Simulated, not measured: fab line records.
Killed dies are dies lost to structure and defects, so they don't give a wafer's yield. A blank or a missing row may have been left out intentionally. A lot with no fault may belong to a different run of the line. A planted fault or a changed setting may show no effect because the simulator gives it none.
Problem report, 8D (eight disciplines) form, completed by code :: flow sky130 :: the parts of the form that need people (team, actions taken, sign-off) are left out

## 1. WHAT IS WRONG
Wafers free of any fault read 1637 nm (standard deviation 14) for VIA3_HDPCVD_THK at SKY_VIA3_THK_MEAS_01, against a mean of 1073 nm on 3 wafers of 2 lots. That is -40 standard deviations from the usual mean.
Earliest sighting: wafer L909.2 on film metro-01 at day 42 10:01. The record has a number at this step for 39 wafers belonging to 13 lots. By rule, "out" or "out of limits" means more than 4 standard deviations away from the usual mean. Any other wafer with a number is counted as sound.

## 2. WHAT IT IS, WHAT IT ISN'T
question: which readings at this step
is: VIA3_HDPCVD_THK
is not: -

question: which lots
is: L909, L911
is not: L897, L898, L899, L900, L901, L902, L903, L905, L908, L915, L920

question: which wafers of those lots
is: L909.2, L909.5, L911.6
is not: L909.3, L911.4, L911.5

question: read on which gauges
is: film metro-01, film metro-02
is not: film metro-04

question: when
is: from day 42 10:01
is not: up to then (28 sound wafers); but 8 sound wafers of L911, L915, L920 came after

## 3. THE SUSPECTS, EACH WITH WHAT RULES IT OUT
Counting: any tool at a process step up to the reading remains a suspect provided it ran every lot that is out. Sound lots after the first of them don't rule it out here, since some wafers of a struck lot are sound.
- the gauge at SKY_VIA3_THK_MEAS_01 is ruled out. Those wafers that are out were read across 2 gauges (film metro-01, film metro-02).
- cvd w-02 at SKY_VIA2_CVD_21 (deposits W, target thk 420 nm, time 126.4 s): kept. Ran every lot that is out, first one L909 (day 40 06:29); last sound lot up to then L905 (day 39 01:24).
- hdpcvd-02 at SKY_VIA3_HDPCVD_00 (deposits SiO2, target thk 1635 nm, time 272.5 s): kept. Ran every lot that is out, first one L909 (day 42 09:51); last sound lot up to then L903 (day 41 05:41). Out on those wafers are its own readings of run length s.
- hdpcvd-02, SKY_VIA3_HDPCVD_00: wafers that are out in chamber 0, sound lot-mates in chambers 1, 2.
Remaining after the count are cvd w-02 at SKY_VIA2_CVD_21 and hdpcvd-02 at SKY_VIA3_HDPCVD_00.

## 4. THE CAUSE (what the simulator had put in)
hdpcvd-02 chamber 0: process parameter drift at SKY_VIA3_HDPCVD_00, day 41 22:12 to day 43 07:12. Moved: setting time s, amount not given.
Counting leaves 2 suspects; this tool is one of them.

## 5. THE CHAIN OF EFFECTS, in route order
Each row: a reading whose mean over the struck wafers that have a number lies more than 3 standard deviations from the usual. Scope: only readings with a usual standard deviation given in the record; hours: median across lots of the time from each lot's start at the first step in this table that gives one to its start at this step; sigmas: change in usual standard deviations.
hours: 0
step: SKY_VIA3_HDPCVD_00
reading: run length s
usual: 300.5 s
on struck wafers: 206.6
change: -93.9
sigmas: -99 or more

hours: 0
step: SKY_VIA3_THK_MEAS_01
reading: VIA3_HDPCVD_THK
usual: 1637 nm
on struck wafers: 1073
change: -564
sigmas: -40
Here are the process steps it includes:
- SKY_VIA3_HDPCVD_00: deposits SiO2, target thk 1635 nm, time 272.5 s.
At these later measuring or inspecting steps, every struck wafer for which the step has a row has a number for every such reading, and none has moved that far: SKY_VIA3_RS_MEAS_22.

## 6. WHAT WOULD HAVE CAUGHT IT SOONER
Counted from the fault's start at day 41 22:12, it took 12 hours until the first out-of-limits reading at a measuring or inspecting step in this record, taken at day 42 10:01.
At SKY_VIA3_HDPCVD_00, the tool's own readings (run length s) were out on each struck wafer the step has a row for, so an alarm limit on them would have fired on the first such wafer.
Of the lots that are out (2), L911 began SKY_VIA3_HDPCVD_00 on hdpcvd-02 after day 42 10:01. A hold on the tool at that time would have spared it.
